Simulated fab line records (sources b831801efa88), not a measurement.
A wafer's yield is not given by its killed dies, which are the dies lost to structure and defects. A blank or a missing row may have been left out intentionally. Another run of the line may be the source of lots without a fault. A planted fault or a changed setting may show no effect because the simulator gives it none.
Struck lot and sound lot, side by side | flow gf180mcu | 15 out of 602 route steps
Sound: these wafers, L148.2, L148.4, L148.5. Struck: wafer L162.2. (L162.4, L162.5 of the same lot were not struck and are left out.) The cause comes at the end.
Per side, at each step with rows, come the tool, then ch with its chambers, and then its first start. Under that, the readings that differ: sound wafers | struck wafers | difference of the means | sigmas: that difference in standard deviations of wafers without a fault.
alike: same words and numbers on both sides, and readings whose means sit less than 2 such deviations apart. not compared: any withheld reading, any reading some wafer has no value for, any bound like >300 that may hide the same value, and any number with overlapping values for which the record gives no deviation.
Wherever a step has rows on one side only, a row that says differs or no value, or a row with sigmas, the two part there. Numbers that have no deviation but don't overlap get no sigmas and don't part them. Lack of a reading on every wafer of one side parts them only where that side has two or more wafers.

GF_POLY_GATE_THK_MEAS_01:
  sound on filmMetro-04 at day 8 22:58; struck on filmMetro-01 at day 12 14:55
reading                   | sound             | struck | difference | sigmas
POLY_GATE_CVD_00_THK (nm) | 204.7 204.2 203.7 | 199.7  | -4.5       | -2
then, 8 steps without rows for these wafers: GF_POLY_GATE_DEHYDRATE_02 (time 60 s); GF_POLY_GATE_HMDS_03 (prime time 60 s); GF_POLY_GATE_COAT_04; GF_POLY_GATE_COAT_05 (resist thk 700 nm); GF_POLY_GATE_SOFTBAKE_06 (time 60 s); GF_POLY_GATE_EXPOSE_07 (exposes mask Poly2, target cd 280 nm); GF_POLY_GATE_PEB_08 (peb time 90 s); GF_POLY_GATE_DEVELOP_09 (develop time 60 s).
GF_POLY_GATE_CD_MEAS_10 targets a cd of 280 nm.
  sound on cdSem-02 at day 9 15:49; struck on cdSem-02 at day 13 10:55
reading   | sound             | struck | difference | sigmas
cdNm (nm) | 276.1 276.9 276.8 | 281.2  | +4.6       | +4
GF_POLY_GATE_OVL_MEAS_11:
  sound on overlay-01 at day 9 15:56; struck on overlay-01 at day 13 11:01
reading            | sound       | struck | difference | sigmas
POLY_GATE_OVL (nm) | -11 -12 -10 | 4      | +15        | +3
GF_POLY_GATE_ETCH_12: etches BARC in N2/H2.
  sound on rieDiel-01 ch 0,1, day 9 15:58; struck on rieDiel-01 ch 2, day 13 11:03
  alike: drypumpMotorCurrentA, n2FlowSccm, oesProductAu, throttleValvePct
GF_POLY_GATE_ETCH_13: etches poly-Si in HBr/Cl2, stops on SiO2, target depth 198.5 nm, time 69.6 s.
  sound on rieSi-02 ch 0,1,2, day 9 16:01; struck on rieSi-01 ch 3, day 13 11:07
reading                             | sound             | struck | difference | sigmas
oesProductAu (a.u.)                 | 1.008 0.997 1.009 | 0.871  | -0.134     | -15
model.POLY_GATE.featureDepthNm (nm) | 204.1 200.3 202.1 | 163.2  | -39.0      | 
model.etch.depthNm (nm)             | 204.1 200.3 202.1 | 163.2  | -39.0      | 
  alike: drypumpMotorCurrentA, throttleValvePct
  not compared: rfHoursCounterH
GF_POLY_GATE_STRIP_14: strips in O2/N2.
  sound on plasmaAsher-04 ch 0, day 9 16:04; struck on plasmaAsher-03 ch 1, day 13 11:10
reading                  | sound       | struck | difference | sigmas
drypumpMotorCurrentA (A) | 5.6 5.7 5.7 | 6.6    | +0.9       | +3
  alike: heaterPowerW, n2FlowSccm, o2FlowSccm, oesProductAu
  not compared: rfHoursCounterH
after that, 1 step had no rows for these wafers: GF_PASSIVATION_PROBE_99.

WHERE THEY PART
Last at GF_POLY_GATE_STRIP_14 as far as this record goes, first at GF_POLY_GATE_THK_MEAS_01.

WHY: what the simulator had put in
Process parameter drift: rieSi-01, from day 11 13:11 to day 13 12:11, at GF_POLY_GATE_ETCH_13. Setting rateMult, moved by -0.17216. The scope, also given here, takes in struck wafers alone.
